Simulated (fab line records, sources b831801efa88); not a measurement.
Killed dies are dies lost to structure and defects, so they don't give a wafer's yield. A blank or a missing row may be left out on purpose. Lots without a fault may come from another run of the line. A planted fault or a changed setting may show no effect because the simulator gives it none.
Split-lot experiment | flow gf180mcu | 5 lots, 23 wafers read, on a route of 602 steps

THE SPLIT
At GF_M2_SPUTTER_03 (material Ti, target thk 10 nm, time 6.7 s), the setting time_s was moved away from the recipe's 6.7 s on 10 of the 23 wafers read, by -14.7% to +10.9%. The other wafers ran this setting at the recipe's value.

The reading is taken at the split's own step.

THE READING
Ti_of_M2_SPUTTER_03.thk_nm (the simulator's own value, which no gauge read), in nm, at GF_M2_SPUTTER_03 (material Ti, target thk 10 nm, time 6.7 s). The file gives no usual value for it. The 13 wafers here that ran the recipe average 10.010 nm, standard deviation 0.17 nm.

wafer  | tool, chamber at the split | time_s as run, s | against the recipe | Ti_of_M2_SPUTTER_03.thk_nm, nm | against lot-mates on the recipe
L077.1 | pvd_sputter-04, -          | 6.7              | recipe             | 10.21                          | -
L077.2 | pvd_sputter-04, -          | 6.7              | recipe             | 10.2                           | -
L077.4 | pvd_sputter-04, -          | 7.18             | +7.2%              | 10.86                          | +0.761
L077.5 | pvd_sputter-04, -          | 6.7              | recipe             | 9.888                          | -
L077.6 | pvd_sputter-04, -          | 7.18             | +7.2%              | 10.93                          | +0.831
L079.1 | pvd_sputter-02, -          | 6.308            | -5.9%              | 9.242                          | -0.613
L079.2 | pvd_sputter-02, -          | 6.7              | recipe             | 9.923                          | -
L079.3 | pvd_sputter-02, -          | 6.308            | -5.9%              | 9.307                          | -0.548
L079.4 | pvd_sputter-02, -          | 6.308            | -5.9%              | 9.321                          | -0.534
L079.5 | pvd_sputter-02, -          | 6.7              | recipe             | 9.787                          | -
L080.2 | pvd_sputter-03, -          | 7.429            | +10.9%             | 11.1                           | +0.907
L080.3 | pvd_sputter-03, -          | 6.7              | recipe             | 10.13                          | -
L080.4 | pvd_sputter-03, -          | 7.429            | +10.9%             | 11.14                          | +0.947
L080.5 | pvd_sputter-03, -          | 6.7              | recipe             | 10.11                          | -
L080.6 | pvd_sputter-03, -          | 6.7              | recipe             | 10.34                          | -
L081.1 | pvd_sputter-03, -          | 5.718            | -14.7%             | 8.41                           | -1.489
L081.2 | pvd_sputter-03, -          | 6.7              | recipe             | 9.813                          | -
L081.3 | pvd_sputter-03, -          | 6.7              | recipe             | 9.984                          | -
L081.4 | pvd_sputter-03, -          | 5.718            | -14.7%             | 8.339                          | -1.559
L081.5 | pvd_sputter-03, -          | 5.718            | -14.7%             | 8.487                          | -1.412
L082.2 | pvd_sputter-03, -          | 6.7              | recipe             | 9.817                          | -
L082.5 | pvd_sputter-03, -          | 6.7              | recipe             | 9.942                          | -
L082.6 | pvd_sputter-03, -          | 6.7              | recipe             | 9.984                          | -

THE FIT
A straight line over all 23 wafers: Ti_of_M2_SPUTTER_03.thk_nm changes by +0.11 nm for each +1% of time_s; r = +0.98; the points scatter about the line by 0.14 nm.
The same after taking each lot's own level away (the mean of its wafers on the recipe; 23 wafers): +0.0981 nm for each +1%; r = +0.99; scatter 0.1 nm.
On that fit, the largest move of time_s shifts the reading by 1.4 nm.
The lots' own levels span 9.8550 to 10.1933 nm, that is 2.0 times the standard deviation above.
So the lot-to-lot level changes the slope: the two fits differ.
Check: with one of the wafers moved furthest among these (-14.7%) left out of the fit, the line predicts -1.44 nm for it against its lot-mates. It came out at -1.49 nm against them.

OTHER SPLITS ON THESE WAFERS
These wafers also went through other splits before the reading. Each is held against what the fit with the lots' levels taken away leaves over:
other split on the same wafers       | wafers away from the commonest value | r with Ti_of_M2_SPUTTER_03.thk_nm (lot level and that fit taken away)
GF_CONTACT_CVD_24 temp_c             | 8                                    | -0.04
GF_M1_SPUTTER_04 time_s              | 6                                    | +0.11
GF_M1_EXPOSE_11 dose_mj              | 10                                   | +0.00
GF_V1_CVD_02 time_s                  | 5                                    | -0.37
GF_V1_PEB_12 peb_temp_c              | 7                                    | +0.12
GF_V1_SPUTTER_21 chamber_pressure_pa | 18                                   | +0.06

THE FILE'S OWN FIT
Ti_of_M2_SPUTTER_03.thk_nm changes by +0.0976 nm for each +1% of time_s, r = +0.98.
